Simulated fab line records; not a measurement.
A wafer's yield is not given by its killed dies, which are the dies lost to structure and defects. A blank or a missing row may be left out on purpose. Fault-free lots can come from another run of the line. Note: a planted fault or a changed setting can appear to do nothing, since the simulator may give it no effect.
8D (eight disciplines) problem report, filled in by code    flow gf180mcu    the parts of the form that need people (team, actions taken, sign-off) are left out

1. THE PROBLEM
Mean LVPWELL_RS at GF_VT_IMPLANT_RS_MEAS_48: 1218.0 ohm/sq over 6 wafers in 2 lots; fault-free wafers: 1196.9 ohm/sq, standard deviation 2.9. Relative to the usual mean, that is a shift of +7.3 standard deviations.
The step: measures by four-point-probe.
Earliest sighting: wafer L327.1 on filmMetro-02 at day 13 18:20. Wafers with a number at this step in the record: 42, from 14 lots. Rule for "out" (also "out of limits"): further than 4 standard deviations from the usual mean. Any other wafer with a number is counted as sound.

2. WHAT IT IS; WHAT IT IS NOT
question                     is                      is not
which readings at this step  LVPWELL_RS              -
which lots                   L327, L330              L308, L309, L310, L311, L313, L315, L316, L317, L318, L319, L324, L331
which wafers of those lots   all that have a number  -
read on which gauges         filmMetro-02            filmMetro-03, filmMetro-04
when                         from day 13 18:20       up to then (33 sound wafers); but 3 sound wafers of L331 came after

3. WHAT RULES OUT EACH SUSPECT
Counting: a tool stays on the suspect list if, at a process step up to the reading, it processed all lots that are out and no sound lot following the first of them.
- the gauge at GF_VT_IMPLANT_RS_MEAS_48: kept. All the wafers that are out were read on filmMetro-02, and no step on other tools shows them out.
- implanter-01 at GF_LVPWELL_IMPLANT_09: kept. It processed each lot that is out, first L327 at day 8 14:56, and no sound lot thereafter; up to then, the last sound lot it processed was L324 at day 7 21:04.
What counting leaves: implanter-01 at GF_LVPWELL_IMPLANT_09 and filmMetro-02 at GF_VT_IMPLANT_RS_MEAS_48.

4. THE CAUSE (what the simulator had put in)
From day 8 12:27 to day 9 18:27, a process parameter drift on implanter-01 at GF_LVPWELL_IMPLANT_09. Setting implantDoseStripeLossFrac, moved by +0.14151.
Of the 2 suspects that counting leaves, this tool is one.

5. THE CHAIN OF EFFECTS, in route order
One row per reading whose mean, taken over the struck wafers that have a number, lies over 3 standard deviations from the usual. Scope: only readings with a usual standard deviation given in the record; hours: median across lots of the time from each lot's start at the first step in this table that gives one to its start at this step; sigmas: change in usual standard deviations.
hours  step                      reading     usual          on struck wafers  change  sigmas
0      GF_VT_IMPLANT_RS_MEAS_48  LVPWELL_RS  1196.9 ohm/sq  1218.0            +21.1   +7.3

6. HOW IT WOULD HAVE BEEN CAUGHT EARLIER
In this record the first reading out of limits at a measuring or inspecting step was taken at day 13 18:20, 126 hours after the fault began at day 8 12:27.
By day 13 18:20 the whole set of lots that are out, 2 in number, had already begun GF_LVPWELL_IMPLANT_09 on implanter-01. None of them would have been spared by holding the tool at that moment.
